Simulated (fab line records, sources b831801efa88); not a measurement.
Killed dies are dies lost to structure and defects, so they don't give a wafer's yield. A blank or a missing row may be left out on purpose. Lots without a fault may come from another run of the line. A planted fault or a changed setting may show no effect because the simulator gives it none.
Which tool did it? | flow sky130 | 14 lots, 42 wafers sampled, at 7 steps of a route of 708

WHAT THE GAUGES READ, wafer by wafer
SKY_FIELD_ISO_THK_MEAS_02. Usual: FIELD_ISO_OXIDATION_00_THK 12.03 nm, standard deviation 0.24.
lot  | measured    | on            | FIELD_ISO_OXIDATION_00_THK (nm) | flag
L753 | day 1 21:38 | film_metro-02 | 11.66 11.51 11.86               |
L754 | day 2 02:38 | film_metro-03 | 12.30 12.28 12.25               |
L756 | day 2 12:46 | film_metro-02 | 11.81 11.79 11.81               |
L757 | day 2 19:02 | film_metro-03 | 12.06 12.12 12.09               |
L759 | day 3 05:16 | film_metro-03 | 12.24 12.16 12.32               |
L766 | day 4 15:44 | film_metro-02 | 11.88 11.54 11.64               |
L767 | day 4 19:55 | film_metro-03 | 12.01 12.11 12.15               |
L768 | day 5 02:47 | film_metro-03 | 12.01 12.07 11.80               |
L769 | day 5 07:07 | film_metro-03 | 12.43 11.99 12.28               |
L770 | day 5 12:40 | film_metro-03 | 12.19 12.02 12.24               |
L771 | day 5 16:58 | film_metro-02 | 11.73 11.53 11.54               |
L772 | day 5 21:35 | film_metro-03 | 12.32 11.99 12.03               |
L773 | day 6 01:38 | film_metro-02 | 12.19 11.87 12.21               |
L774 | day 6 07:04 | film_metro-03 | 11.69 11.44 11.62               |

SKY_FIELD_ISO_CD_MEAS_13: target cd 150 nm. Usual: cd_nm 150.0 nm, standard deviation 1.7.
lot  | measured    | on        | cd_nm (nm)        | flag
L753 | day 2 15:33 | cd_sem-01 | 152.1 151.0 152.6 |
L754 | day 2 19:08 | cd_sem-02 | 149.4 149.2 148.8 |
L756 | day 3 06:54 | cd_sem-02 | 147.5 147.3 148.5 |
L757 | day 3 12:20 | cd_sem-02 | 148.7 148.8 147.7 |
L759 | day 3 22:42 | cd_sem-02 | 149.9 149.8 148.6 |
L766 | day 5 10:20 | cd_sem-02 | 146.9 149.8 147.1 |
L767 | day 5 16:18 | cd_sem-01 | 150.7 149.8 150.6 |
L768 | day 5 23:03 | cd_sem-01 | 150.7 151.5 152.1 |
L769 | day 6 03:20 | cd_sem-01 | 151.5 149.0 150.8 |
L770 | day 6 09:49 | cd_sem-01 | 150.5 152.0 151.3 |
L771 | day 6 13:34 | cd_sem-01 | 150.4 150.8 150.7 |
L772 | day 6 18:50 | cd_sem-01 | 152.3 152.5 152.7 |
L773 | day 7 00:14 | cd_sem-01 | 152.2 153.3 153.2 |
L774 | day 7 05:11 | cd_sem-01 | 147.7 147.6 147.5 |

SKY_PWDE_OVL_MEAS_07. Usual: PWDE_OVL -0.4 nm, standard deviation 1.
lot  | measured    | on         | PWDE_OVL (nm)  | flag
L753 | day 4 08:53 | overlay-02 | -0.7 -1.4 -0.3 |
L754 | day 4 12:38 | overlay-02 | -1.3 -0.6 -0.5 |
L756 | day 4 23:45 | overlay-01 | -1.5 0.7 -0.5  |
L757 | day 5 04:17 | overlay-01 | -0.9 -0.2 -1.6 |
L759 | day 5 17:47 | overlay-01 | 0.9 -0.7 0.3   |
L766 | day 7 08:32 | overlay-02 | -0.3 0.5 1.1   |
L767 | day 7 13:36 | overlay-01 | -1.8 -1.4 0.0  |
L768 | day 7 19:35 | overlay-02 | -1.7 0.7 -0.3  |
L769 | day 8 03:56 | overlay-02 | -0.9 0.4 0.5   |
L770 | day 8 10:38 | overlay-01 | -2.4 0.0 -1.4  |
L771 | day 8 17:05 | overlay-02 | 1.1 0.1 -0.7   |
L772 | day 8 20:05 | overlay-02 | -0.2 0.8 0.9   |
L773 | day 8 23:20 | overlay-02 | 0.3 0.6 0.4    |
L774 | day 9 04:38 | overlay-01 | 0.7 -0.2 -0.5  |

SKY_VT_ADJUST_LVTN_OVL_MEAS_18. Usual: VT_ADJUST_LVTN_01_OVL -0.3 nm, standard deviation 1.2.
lot  | measured     | on         | VT_ADJUST_LVTN_01_OVL (nm) | flag
L753 | day 8 06:08  | overlay-01 | 0.0 -1.9 -2.3              |
L754 | day 8 12:59  | overlay-01 | -0.8 2.2 -0.8              |
L756 | day 9 01:18  | overlay-02 | - - -                      | OFF
L757 | day 9 08:47  | overlay-01 | - - -                      | OFF
L759 | day 10 00:38 | overlay-02 | -1.9 0.4 -0.8              |
L766 | day 11 23:41 | overlay-01 | -0.3 0.5 1.1               |
L767 | day 12 04:38 | overlay-02 | 0.1 -0.1 -2.5              |
L768 | day 12 11:26 | overlay-02 | -1.9 -2.5 -1.4             |
L769 | day 12 23:59 | overlay-01 | 0.5 0.9 1.3                |
L770 | day 13 08:33 | overlay-01 | 1.7 1.5 0.0                |
L771 | day 13 14:26 | overlay-02 | -0.9 -2.6 -2.0             |
L772 | day 13 16:50 | overlay-02 | -0.1 -1.0 0.1              |
L773 | day 13 22:29 | overlay-01 | 0.2 -0.3 1.5               |
L774 | day 15 09:17 | overlay-01 | 1.4 0.9 -1.1               |

SKY_VT_ADJUST_NCORE_TW_MEAS_11. Usual: VT_ADJUST_NCORE_TW 219.1, standard deviation 2.7.
lot  | measured     | on            | VT_ADJUST_NCORE_TW | flag
L753 | day 9 03:03  | film_metro-04 | 222.0 221.8 222.1  |
L754 | day 9 11:05  | film_metro-03 | 214.9 216.8 216.6  |
L756 | day 10 00:01 | film_metro-04 | 253.8 253.5 253.3  | OFF
L757 | day 10 07:53 | film_metro-03 | 247.2 246.9 245.8  | OFF
L759 | day 10 22:57 | film_metro-03 | 215.0 216.0 214.3  |
L766 | day 13 00:51 | film_metro-03 | 215.2 216.0 215.6  |
L767 | day 13 06:39 | film_metro-02 | 220.5 221.5 220.2  |
L768 | day 13 12:21 | film_metro-02 | 222.1 221.3 222.0  |
L769 | day 14 01:17 | film_metro-04 | 222.5 222.3 223.8  |
L770 | day 14 10:13 | film_metro-02 | 221.3 220.2 221.1  |
L771 | day 14 16:49 | film_metro-04 | 221.5 221.1 223.2  |
L772 | day 14 18:31 | film_metro-03 | 216.0 216.0 216.6  |
L773 | day 15 01:39 | film_metro-03 | 216.1 215.6 214.9  |
L774 | day 16 13:27 | film_metro-04 | 219.3 219.4 220.3  |

SKY_VT_ADJUST_HVTR_TW_MEAS_11. Usual: VT_ADJUST_HVTR_TW 214.4, standard deviation 1.3.
lot  | measured     | on            | VT_ADJUST_HVTR_TW | flag
L753 | day 10 01:22 | film_metro-02 | 213.9 214.9 214.5 |
L754 | day 10 09:08 | film_metro-04 | 214.4 213.7 215.0 |
L756 | day 10 22:40 | film_metro-02 | 246.3 247.0 245.8 | OFF
L757 | day 11 06:29 | film_metro-01 | 247.7 247.2 247.4 | OFF
L759 | day 11 22:54 | film_metro-01 | 213.0 214.2 214.0 |
L766 | day 14 02:06 | film_metro-04 | 216.0 214.3 215.0 |
L767 | day 14 07:43 | film_metro-01 | 216.4 216.1 216.4 |
L768 | day 14 14:04 | film_metro-02 | 213.7 213.3 213.5 |
L769 | day 15 03:38 | film_metro-01 | 214.4 215.6 215.6 |
L770 | day 15 13:13 | film_metro-01 | 215.5 215.4 215.0 |
L771 | day 15 20:31 | film_metro-04 | 215.4 216.2 215.5 |
L772 | day 15 21:50 | film_metro-01 | 215.2 215.8 215.4 |
L773 | day 16 05:38 | film_metro-04 | 212.3 213.3 214.1 |
L774 | day 17 19:27 | film_metro-02 | 213.1 214.1 212.5 |

WHICH TOOL RAN EACH LOT (tool, then ch and the chambers of the sampled wafers, then the start)
lot  | SKY_VT_ADJUST_LVTN_COAT_13
L753 | litho_track-03 ch 0, day 7 20:16
L754 | litho_track-02 ch 0, day 8 02:44
L756 | litho_track-01, day 8 14:52
L757 | litho_track-01, day 8 22:14
L759 | litho_track-03 ch 0, day 9 13:13
L766 | litho_track-01 ch 0, day 11 11:50
L767 | litho_track-03 ch 0, day 11 16:57
L768 | litho_track-03 ch 0, day 11 23:09
L769 | litho_track-03 ch 0, day 12 11:23
L770 | litho_track-03 ch 0, day 12 19:50
L771 | litho_track-01 ch 0, day 13 01:53
L772 | litho_track-03 ch 0, day 13 04:11
L773 | litho_track-01 ch 0, day 13 09:47
L774 | litho_track-02 ch 0, day 14 19:35
- SKY_VT_ADJUST_LVTN_COAT_13: resist thk 1140 nm.

WHAT THE TOOLS THEMSELVES READ (means of the sampled wafers that have a number; where no wafer has one, the mark that the record gives instead)
SKY_VT_ADJUST_LVTN_COAT_13. Usual: chill_plate_temp_C 23.01 C, standard deviation 0.11; dispense_pressure_kPa 47.5 kPa, standard deviation 2.8; resist_line_temp_C 22.97 C, standard deviation 0.095.
lot  | tool           | chill_plate_temp_C (C) | dispense_pressure_kPa (kPa) | resist_line_temp_C (C) | flag
L753 | litho_track-03 | 23.02                  | 51.5                        | 22.92                  |
L754 | litho_track-02 | 23.09                  | 45.7                        | 22.93                  |
L756 | litho_track-01 | -                      | -                           | -                      | OFF
L757 | litho_track-01 | -                      | -                           | -                      | OFF
L759 | litho_track-03 | 23.11                  | 51.5                        | 22.91                  |
L766 | litho_track-01 | 22.97                  | 45.2                        | 22.80                  |
L767 | litho_track-03 | 23.00                  | 51.5                        | 22.98                  |
L768 | litho_track-03 | 22.95                  | 51.5                        | 22.99                  |
L769 | litho_track-03 | 22.93                  | 51.5                        | 22.95                  |
L770 | litho_track-03 | 23.07                  | 51.5                        | 22.96                  |
L771 | litho_track-01 | 22.87                  | 45.3                        | 23.05                  |
L772 | litho_track-03 | 23.06                  | 51.5                        | 23.03                  |
L773 | litho_track-01 | 23.18                  | 45.3                        | 22.96                  |
L774 | litho_track-02 | 23.10                  | 45.7                        | 23.06                  |

THE ANSWER, worked out from the rows above alone
Rule: a lot is off if the mean of its wafers that have a number lies more than 3 standard deviations from the usual mean. A lot without any number at a reading at which 4 lots or more have one is off too. The other lots that the step has rows for count as sound. The gauges are gone through in route order, then the tools' own readings, and for those a lot's mean is taken as printed above. The first step at which some lot is off is used, and at that step the reading that is off furthest; a lot without a number counts as furthest.
Off: L756, L757, at SKY_VT_ADJUST_LVTN_OVL_MEAS_18 (VT_ADJUST_LVTN_01_OVL). Without a number there: L756, L757.
A tool fits if, at a process step before that reading, it ran every lot that is off, and no sound lot after the first of them. The gauges at SKY_VT_ADJUST_LVTN_OVL_MEAS_18 aren't tried: what is off there is off at SKY_VT_ADJUST_NCORE_TW_MEAS_11 too, on other tools, and a gauge's error can't cause that. None of those tried fits.

WHAT THE SIMULATOR HAD PUT IN
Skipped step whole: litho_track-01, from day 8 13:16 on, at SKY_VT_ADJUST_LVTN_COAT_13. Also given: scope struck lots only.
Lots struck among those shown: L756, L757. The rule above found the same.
